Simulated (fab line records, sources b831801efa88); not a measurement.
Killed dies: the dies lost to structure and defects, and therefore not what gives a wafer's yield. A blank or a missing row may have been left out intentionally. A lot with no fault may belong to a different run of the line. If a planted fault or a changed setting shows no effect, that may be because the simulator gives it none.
The tool behind it: which one? ; flow gf180mcu ; 13 lots with 38 wafers sampled at 5 steps, on a route of 602 steps

## WHAT EACH GAUGE READ, for each wafer
GF_VT_IMPLANT_OVL_MEAS_07. Usual: VT_IMPLANT_OVL gives 0.6 nm (standard deviation 1.3).
lot;measured;on;VT_IMPLANT_OVL (nm);flag
L271;day 5 08:08;overlay-01;-1.6 -1.5 -1.9;
L272;day 6 03:26;overlay-02;1.5 0.6 1.9;
L274;day 6 16:02;overlay-01;-1.4 0.6 0.5;
L275;day 7 01:20;overlay-01;-0.1 0.2 -0.1;
L276;day 7 09:53;overlay-01;0.7 1.5 0.5;
L277;day 7 11:23;overlay-02;2.4 3.4 2.6;
L278;day 7 11:41;overlay-02;0.7 0.9 -0.2;
L279;day 7 20:26;overlay-02;0.6 0.4 0.1;
L284;day 8 22:32;overlay-02;-0.9 -0.1 -0.4;
L285;day 9 11:08;overlay-01;0.0 0.6;
L290;day 10 13:26;overlay-01;-0.6 -2.1 -2.1;
L292;day 11 03:23;overlay-01;3.0 2.8 2.3;
L294;day 11 15:17;overlay-02;0.0 -0.4 1.6;

GF_POLY_GATE_THK_MEAS_01. Usual: POLY_GATE_CVD_00_THK gives 200.1 nm (standard deviation 2.1).
lot;measured;on;POLY_GATE_CVD_00_THK (nm);flag
L271;day 8 01:53;film-metro-01;200.7 199.8 201.0;
L272;day 9 03:04;film-metro-01;200.6 200.3 200.8;
L274;day 9 15:35;film-metro-02;196.4 197.9 199.1;
L275;day 10 02:56;film-metro-01;198.2 198.0 196.8;
L276;day 10 14:38;film-metro-01;204.5 204.7 203.4;
L277;day 10 16:51;film-metro-04;199.7 199.0 200.5;
L278;day 10 16:49;film-metro-02;201.0 199.0 202.8;
L279;day 11 02:19;film-metro-01;198.5 196.7 197.4;
L284;day 12 05:14;film-metro-02;200.5 200.7 199.8;
L285;day 12 22:47;film-metro-02;203.2 200.6;
L290;day 14 00:01;film-metro-02;200.1 200.3 201.4;
L292;day 14 19:07;film-metro-02;197.9 198.8 198.3;
L294;day 15 04:05;film-metro-01;197.9 198.7 197.5;

## WHICH TOOL RAN EACH LOT (tool, then ch and the chambers of the sampled wafers, then the start)
lot;GF_NWELL_STRIP_10;GF_LVPWELL_COAT_02;GF_LVPWELL_STRIP_10
L271;plasma-asher-02 ch 0,1, day 3 04:16;litho-track-01 ch 0, day 3 09:44;plasma-asher-02 ch 0,1, day 3 16:35
L272;plasma-asher-03 ch 0,1, day 3 19:34;litho-track-04 ch 0, day 4 01:49;plasma-asher-04 ch 0,1, day 4 08:52
L274;plasma-asher-04 ch 0,1, day 4 06:10;litho-track-03 ch 0, day 4 12:44;plasma-asher-02 ch 0,1, day 4 19:46
L275;plasma-asher-02 ch 0,1, day 4 13:58;litho-track-01 ch 0, day 4 20:14;plasma-asher-04 ch 0,1, day 5 03:52
L276;plasma-asher-03 ch 0, day 4 20:58;litho-track-03 ch 0, day 5 03:29;plasma-asher-02 ch 0,1, day 5 11:32
L277;plasma-asher-04 ch 0,1, day 4 23:28;litho-track-01 ch 0, day 5 06:05;plasma-asher-04 ch 0,1, day 5 14:13
L278;plasma-asher-02 ch 0,1, day 5 00:48;litho-track-01 ch 0, day 5 07:23;plasma-asher-01 ch 0,1, day 5 14:36
L279;plasma-asher-03 ch 0,1, day 5 08:06;litho-track-01 ch 0, day 5 14:41;plasma-asher-02 ch 0,1, day 5 21:54
L284;plasma-asher-03 ch 0,1, day 6 05:43;litho-track-01 ch 0, day 6 12:39;plasma-asher-02 ch 0,1, day 6 20:43
L285;plasma-asher-04 ch 1, day 6 17:22;litho-track-01 ch 0, day 7 00:42;plasma-asher-04 ch 0, day 7 09:13
L290;plasma-asher-03 ch 0,1, day 7 16:19;litho-track-03 ch 0, day 8 00:23;plasma-asher-02 ch 0,1, day 8 09:01
L292;plasma-asher-02 ch 0,1, day 8 03:10;litho-track-04 ch 0, day 8 11:46;plasma-asher-01 ch 0,1, day 8 20:40
L294;plasma-asher-03 ch 0,1, day 8 14:46;litho-track-03 ch 0, day 8 22:50;plasma-asher-04 ch 0, day 9 08:31
- GF_NWELL_STRIP_10: strips in O2/N2.
- GF_LVPWELL_COAT_02: resist thk 3000 nm.
- GF_LVPWELL_STRIP_10: strips in O2/N2.

## WHAT THE TOOLS THEMSELVES READ (means of the sampled wafers that have a number; where no wafer has one, the mark that the record gives instead)
GF_NWELL_STRIP_10. Usual: drypump-motor-current-A 6.2 A, standard deviation 0.52; heater-power-w 342 W, standard deviation 29; o2-flow-sccm 2999 sccm, standard deviation 10; oes-product-au 0.722 a.u., standard deviation 0.0044; strip-time-to-endpoint-s 36.92 s, standard deviation 0.094.
lot;tool;drypump-motor-current-A (A);heater-power-w (W);o2-flow-sccm (sccm);oes-product-au (a.u.);strip-time-to-endpoint-s (s);flag
L271;plasma-asher-02;5.7;355;2994;0.725;37.05;
L272;plasma-asher-03;6.6;326;3004;0.722;36.85;
L274;plasma-asher-04;6.0;377;2985;0.721;36.82;
L275;plasma-asher-02;5.7;351;2998;0.722;36.87;
L276;plasma-asher-03;6.7;314;2993;0.722;36.86;
L277;plasma-asher-04;6.1;374;3004;0.721;36.76;
L278;plasma-asher-02;5.7;335;2996;0.720;37.01;
L279;plasma-asher-03;6.7;321;2999;0.725;37.03;
L284;plasma-asher-03;6.7;319;3013;0.724;36.89;
L285;plasma-asher-04;6.5;395;3006;0.722;36.95;
L290;plasma-asher-03;6.6;320;2997;0.722;37.04;
L292;plasma-asher-02;5.7;336;3001;0.724;36.94;
L294;plasma-asher-03;6.6;330;2998;0.723;36.88;

GF_LVPWELL_STRIP_10. Usual: drypump-motor-current-A 5.9 A, standard deviation 0.41; heater-power-w 351 W, standard deviation 31; o2-flow-sccm 3001 sccm, standard deviation 9.7; oes-product-au 0.722 a.u., standard deviation 0.0047; strip-time-to-endpoint-s 36.94 s, standard deviation 0.1.
lot;tool;drypump-motor-current-A (A);heater-power-w (W);o2-flow-sccm (sccm);oes-product-au (a.u.);strip-time-to-endpoint-s (s);flag
L271;plasma-asher-02;5.7;352;2994;0.727;36.95;
L272;plasma-asher-04;6.1;379;3017;0.728;36.94;
L274;plasma-asher-02;5.7;334;3002;0.722;36.85;
L275;plasma-asher-04;6.1;373;3001;0.727;36.98;
L276;plasma-asher-02;5.6;353;3005;0.721;37.00;
L277;plasma-asher-04;5.7;356;3001;0.725;36.85;
L278;plasma-asher-01;6.3;329;2999;0.726;37.01;
L279;plasma-asher-02;5.7;336;3000;0.722;39.59;OFF
L284;plasma-asher-02;5.7;331;2994;0.721;39.64;OFF
L285;plasma-asher-04;5.3;331;2998;0.722;40.88;OFF
L290;plasma-asher-02;5.7;340;3007;0.725;36.76;
L292;plasma-asher-01;6.3;342;3002;0.724;37.03;
L294;plasma-asher-04;5.3;326;3005;0.728;37.06;

## THE ANSWER, worked out from the rows above alone
Rule: a lot counts as off when the mean over its wafers that have a number is more than 3 standard deviations away from the usual mean. A lot without any number at a reading at which 4 lots or more have one is off too. The other lots that the step has rows for count as sound. After the gauges, taken in route order, come the tools' own readings; for these a lot's mean is taken, as printed above. At the first step where some lot is off, the reading lying furthest off is the one used; lots without a number count as furthest.
Off at GF_LVPWELL_STRIP_10 (strip-time-to-endpoint-s): L279, L284, L285.
A tool fits if, at that step or a process step before it, it ran every lot that is off, and no sound lot after the first of them. One fits: litho-track-01 at GF_LVPWELL_COAT_02. Its last sound lot is L278 (day 5 07:23), its first lot that is off L279 (day 5 14:41): a fault that began between those two fits.

## WHAT WAS PUT IN BY THE SIMULATOR
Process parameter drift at GF_LVPWELL_COAT_02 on litho-track-01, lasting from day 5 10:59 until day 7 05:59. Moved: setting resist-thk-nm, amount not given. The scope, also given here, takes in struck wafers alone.
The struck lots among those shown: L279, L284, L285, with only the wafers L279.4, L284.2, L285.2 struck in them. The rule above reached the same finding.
